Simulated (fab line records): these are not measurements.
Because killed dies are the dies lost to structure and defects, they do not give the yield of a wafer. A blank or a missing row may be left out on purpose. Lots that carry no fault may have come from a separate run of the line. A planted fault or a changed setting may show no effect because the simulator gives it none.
Which of the tools did it? + flow sky130 + 13 lots, 39 wafers sampled, at 4 steps of a route of 708

## WHAT THE GAUGES READ, wafer by wafer
SKY_PWDE_OVL_MEAS_07. Usual: PWDE_OVL gives 0.7 nm (standard deviation 1.3).
| lot  | measured    | on         | PWDE_OVL (nm) | flag |
|------|-------------|------------|---------------|------|
| L772 | day 4 07:25 | overlay-01 | -1.0 1.7 0.9  |      |
| L773 | day 4 13:02 | overlay-02 | 0.0 -1.1 0.5  |      |
| L775 | day 4 18:10 | overlay-01 | 1.2 1.9 1.9   |      |
| L776 | day 4 22:31 | overlay-02 | 2.4 1.3 1.6   |      |
| L777 | day 5 10:55 | overlay-02 | 2.4 0.7 1.8   |      |
| L780 | day 6 04:14 | overlay-01 | 0.1 0.8 -0.6  |      |
| L781 | day 6 06:37 | overlay-01 | 0.5 -1.0 1.1  |      |
| L783 | day 6 14:58 | overlay-01 | 0.4 -1.2 0.7  |      |
| L787 | day 7 20:16 | overlay-01 | -0.8 0.5 -4.2 |      |
| L789 | day 8 01:07 | overlay-01 | -1.3 2.3 0.4  |      |
| L790 | day 8 17:10 | overlay-02 | 0.0 0.7 2.4   |      |
| L791 | day 8 23:29 | overlay-02 | 0.2 0.5 1.7   |      |
| L793 | day 9 09:41 | overlay-01 | 3.5 3.0 2.1   |      |

SKY_SD_N_CD_MEAS_07: target cd 380 nm. Usual: cdNm 380.1 nm, standard deviation 2.2.
| lot  | measured     | on       | cdNm (nm)         | flag |
|------|--------------|----------|-------------------|------|
| L772 | day 28 20:01 | cdSem-02 | 379.7 379.9 378.1 |      |
| L773 | day 28 17:07 | cdSem-01 | 381.4 380.3 381.0 |      |
| L775 | day 29 01:37 | cdSem-01 | 380.7 381.4 380.2 |      |
| L776 | day 29 16:55 | cdSem-02 | 384.1 384.9 381.9 |      |
| L777 | day 30 04:34 | cdSem-01 | 380.0 379.8 380.6 |      |
| L780 | day 31 06:23 | cdSem-01 | 376.7 375.0 379.0 |      |
| L781 | day 31 12:13 | cdSem-02 | 380.4 382.4 381.1 |      |
| L783 | day 32 09:43 | cdSem-02 | 383.6 383.1 380.4 |      |
| L787 | day 33 09:42 | cdSem-01 | 378.8 379.2 377.8 |      |
| L789 | day 33 18:47 | cdSem-02 | 378.6 381.4 380.4 |      |
| L790 | day 34 15:04 | cdSem-02 | 380.1 378.3 379.5 |      |
| L791 | day 35 01:19 | cdSem-01 | 382.4 382.7 383.3 |      |
| L793 | day 35 07:42 | cdSem-02 | 380.0 380.6 380.1 |      |

## TOOL THAT RAN EACH LOT (tool first, then ch and the chambers of the sampled wafers, then the start)
| lot  | SKY_PWDE_IMPLANT_08            | SKY_VT_ADJUST_HVTR_STRIP_10         |
|------|--------------------------------|-------------------------------------|
| L772 | implanter-02 ch 0, day 4 07:26 | plasmaAsher-04 ch 0,1, day 10 06:47 |
| L773 | implanter-04 ch 0, day 4 13:04 | plasmaAsher-03 ch 0,1, day 10 07:02 |
| L775 | implanter-04 ch 0, day 4 18:11 | plasmaAsher-02 ch 0,1, day 10 12:07 |
| L776 | implanter-02 ch 0, day 4 22:32 | plasmaAsher-03 ch 0,1, day 10 18:23 |
| L777 | implanter-04 ch 0, day 5 10:56 | plasmaAsher-04 ch 0,1, day 11 10:02 |
| L780 | implanter-04 ch 0, day 6 04:17 | plasmaAsher-04 ch 0, day 12 10:44   |
| L781 | implanter-02 ch 0, day 6 06:38 | plasmaAsher-03 ch 0,1, day 12 14:32 |
| L783 | implanter-04 ch 0, day 6 15:02 | plasmaAsher-04 ch 0,1, day 13 07:06 |
| L787 | implanter-01 ch 0, day 7 20:19 | plasmaAsher-04 ch 0,1, day 14 15:13 |
| L789 | implanter-02 ch 0, day 8 01:10 | plasmaAsher-04 ch 0,1, day 14 22:28 |
| L790 | implanter-01 ch 0, day 8 17:17 | plasmaAsher-04 ch 0,1, day 15 20:11 |
| L791 | implanter-04 ch 0, day 8 23:31 | plasmaAsher-04 ch 1, day 16 07:20   |
| L793 | implanter-02 ch 0, day 9 09:44 | plasmaAsher-03 ch 0,1, day 16 17:01 |
- SKY_PWDE_IMPLANT_08
- SKY_VT_ADJUST_HVTR_STRIP_10: strips in O2/N2.

## AS READ BY THE TOOLS THEMSELVES (means over the sampled wafers that have a number; for cases with no such wafer, the mark the record gives instead)
SKY_PWDE_IMPLANT_08. Usual: beamEnergyKeV 150.01, standard deviation 0.045; doseIonsCm2 3.6e+12, standard deviation 3.8e+09.
| lot  | tool         | beamEnergyKeV | doseIonsCm2 | flag |
|------|--------------|---------------|-------------|------|
| L772 | implanter-02 | 150.00        | 3.6e+12     |      |
| L773 | implanter-04 | 149.97        | 3.6e+12     |      |
| L775 | implanter-04 | 149.97        | 3.6e+12     |      |
| L776 | implanter-02 | 149.99        | 3.6e+12     |      |
| L777 | implanter-04 | 150.00        | 3.6e+12     |      |
| L780 | implanter-04 | 159.05        | 3.6e+12     | OFF  |
| L781 | implanter-02 | 150.06        | 3.6e+12     |      |
| L783 | implanter-04 | 158.98        | 3.6e+12     | OFF  |
| L787 | implanter-01 | 150.03        | 3.6e+12     |      |
| L789 | implanter-02 | 150.03        | 3.6e+12     |      |
| L790 | implanter-01 | 150.01        | 3.6e+12     |      |
| L791 | implanter-04 | 149.98        | 3.6e+12     |      |
| L793 | implanter-02 | 150.02        | 3.6e+12     |      |

SKY_VT_ADJUST_HVTR_STRIP_10. Usual: drypumpMotorCurrentA 5.7 A, standard deviation 0.48; n2FlowSccm 300.1 sccm, standard deviation 0.85; oesProductAu 0.716 a.u., standard deviation 0.0045; stripTimeToEndpointS 14.22 s, standard deviation 0.039.
| lot  | tool           | drypumpMotorCurrentA (A) | n2FlowSccm (sccm) | oesProductAu (a.u.) | stripTimeToEndpointS (s) | flag |
|------|----------------|--------------------------|-------------------|---------------------|--------------------------|------|
| L772 | plasmaAsher-04 | 5.3                      | 301.9             | 0.716               | 14.18                    |      |
| L773 | plasmaAsher-03 | 5.9                      | 300.0             | 0.716               | 14.27                    |      |
| L775 | plasmaAsher-02 | 5.5                      | 299.9             | 0.717               | 14.24                    |      |
| L776 | plasmaAsher-03 | 6.2                      | 299.9             | 0.713               | 14.21                    |      |
| L777 | plasmaAsher-04 | 5.3                      | 299.0             | 0.711               | 14.20                    |      |
| L780 | plasmaAsher-04 | 5.8                      | 300.5             | 0.717               | 14.22                    |      |
| L781 | plasmaAsher-03 | 5.9                      | 300.1             | 0.716               | 14.25                    |      |
| L783 | plasmaAsher-04 | 5.6                      | 299.9             | 0.719               | 14.26                    |      |
| L787 | plasmaAsher-04 | 5.6                      | 300.9             | 0.722               | 14.23                    |      |
| L789 | plasmaAsher-04 | 5.3                      | 298.9             | 0.718               | 14.26                    |      |
| L790 | plasmaAsher-04 | 5.6                      | 299.8             | 0.717               | 14.24                    |      |
| L791 | plasmaAsher-04 | 5.1                      | 300.5             | 0.718               | 14.21                    |      |
| L793 | plasmaAsher-03 | 6.2                      | 300.4             | 0.712               | 14.21                    |      |

## THE ANSWER, worked out from the rows above alone
Rule: lot off if the mean of its wafers having a number is beyond 3 standard deviations from the usual mean. A lot without any number at a reading at which 4 lots or more have one is off too. Where the step has rows for the other lots, those lots are counted as sound. First the gauges in route order, then the tools' own readings, where a lot's mean is used as printed above. At the first step where some lot is off, the reading lying furthest off is the one used; lots without a number count as furthest.
Off at SKY_PWDE_IMPLANT_08 (beamEnergyKeV): L780, L783.
A tool fits if, at that step or a process step before it, it ran every lot that is off, and no sound lot after the first of them. No candidate that was tried fits.

## WHAT HAD BEEN PUT IN BY THE SIMULATOR
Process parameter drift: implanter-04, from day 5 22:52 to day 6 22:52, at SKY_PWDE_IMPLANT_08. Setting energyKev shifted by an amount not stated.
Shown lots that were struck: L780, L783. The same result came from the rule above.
